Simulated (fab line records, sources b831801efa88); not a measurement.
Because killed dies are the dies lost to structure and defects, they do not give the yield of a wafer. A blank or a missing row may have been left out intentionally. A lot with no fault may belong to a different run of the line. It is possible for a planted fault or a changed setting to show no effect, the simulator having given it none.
Comparing a struck lot with a sound one -- flow sky130 -- 16 steps out of a route of 708
Sound: the wafers L772.1, L772.2, L772.3. Struck: wafers L783.1, L783.2, L783.6. The cause is given at the end.
At each step with rows: each side's tool, then ch and its chambers, then its first start. Under that, the readings that differ: sound wafers -- struck wafers -- difference of the means -- sigmas: that difference in standard deviations of wafers without a fault.
alike: a reading whose means differ by less than 2 such deviations, as well as words and numbers matching on both sides. not compared: withheld readings; readings where some wafer has no value; bounds like >300 that might hide an equal value; numbers whose values overlap and for which the record gives no deviation.
A row with sigmas, a row that says differs or no value, or rows on one side alone: a step with any of these is where the two part. Non-overlapping numbers with no deviation appear without sigmas and do not part them. Lack of a reading on every wafer of one side parts them only where that side has two or more wafers.

first, 2 steps without rows for these wafers: SKY_METAL4_PEB_11; SKY_METAL4_DEVELOP_12 (develop time 60 s).
SKY_METAL4_CD_MEAS_13 targets a cd of 300 nm.
  sound on cd-sem-01, day 44 21:48; struck on cd-sem-01, day 47 11:37
  alike: cd-nm
SKY_METAL4_OVL_MEAS_14:
  sound on overlay-02, day 44 21:55; struck on overlay-01, day 47 11:44
  alike: METAL4_OVL
SKY_METAL4_DESCUM_15: chemistry O2, time 8 s.
  sound on rie-metal-01 ch 0,1, day 44 21:58; struck on rie-metal-03 ch 0,1, day 47 11:46
  alike: drypump-motor-current-A, oes-product-au
  not compared: rf-hours-counter-h
then, 1 step without rows for these wafers: SKY_METAL4_ETCH_16 (etches BARC in N2/H2, stops on SiO2, time 88.2 s, target depth 60 nm).
SKY_METAL4_ETCH_17: etches SiO2 in C4F8/O2/Ar, stops on TiN, time 3.9 s, target depth 15 nm.
  sound on rie-diel-01 ch 0,1,2, day 44 22:05; struck on rie-diel-01 ch 0,1,3, day 47 11:54
  alike: oes-product-au
SKY_METAL4_METAL_ETCH_18: etches the open film in Cl2/BCl3, stops on SiO2, target depth 845 nm, time 183.1 s.
  sound on rie-metal-03 ch 0,1, day 44 22:07; struck on rie-metal-04 ch 0,1, day 47 11:55
  alike: drypump-motor-current-A, oes-product-au, throttle-valve-pct
  not compared: rf-hours-counter-h
SKY_METAL4_STRIP_19: strips in O2/N2.
  sound on plasma-asher-02 ch 0,1, day 44 22:17; struck on plasma-asher-02 ch 0,1, day 47 12:05
reading,sound,struck,difference,sigmas
oes-product-au (a.u.),0.507 0.507 0.508,0.495 0.497 0.494,-0.012,-2
  alike: drypump-motor-current-A, strip-time-to-endpoint-s
  not compared: rf-hours-counter-h
then, 3 steps without rows for these wafers: SKY_METAL4_STRIP_20 (strips in post etch residue remover, time 1200 s); SKY_METAL4_CLEAN_21 (cleans in IPA, time 180 s); SKY_METAL4_CLEAN_22 (cleans in O3/DIW).
SKY_VIA4_HDPCVD_00: deposits SiO2, target thk 1750 nm, time 291.7 s.
  sound on hdpcvd-02 ch 0,1,2, day 44 22:58; struck on hdpcvd-01 ch 1,2, day 47 12:41
reading,sound,struck,difference,sigmas
run-length-s (s),319.0 319.5 318.7,328.9 328.6 329.7,+10.0,+15
model.SiO2_of_VIA4_HDPCVD_00.thk-nm (nm),1740 1768 1763,1788 1781 1793,+30,
SKY_VIA4_THK_MEAS_01:
  sound on film-metro-02, day 44 23:08; struck on film-metro-04, day 47 12:52
  alike: VIA4_HDPCVD_THK
  not compared: hold
SKY_VIA4_CMP_02: polishes SiO2.
  sound on cmp-01 ch 0,2,3, day 44 23:15; struck on cmp-01 ch 2,3, day 47 12:56
  alike: motor-current-A, retaining-ring-pressure-frac, slurry-filter-dp-kPa
  not compared: hold
following that, these wafers have no rows for 1 step: SKY_PAD_OPEN_PROBE_99.

WHERE THEY PART
Last at SKY_VIA4_HDPCVD_00 as far as this record goes, first at SKY_METAL4_STRIP_19. Later steps at which nothing parts them and some readings are alike: SKY_VIA4_THK_MEAS_01, SKY_VIA4_CMP_02.

WHY: whatever the simulator had introduced
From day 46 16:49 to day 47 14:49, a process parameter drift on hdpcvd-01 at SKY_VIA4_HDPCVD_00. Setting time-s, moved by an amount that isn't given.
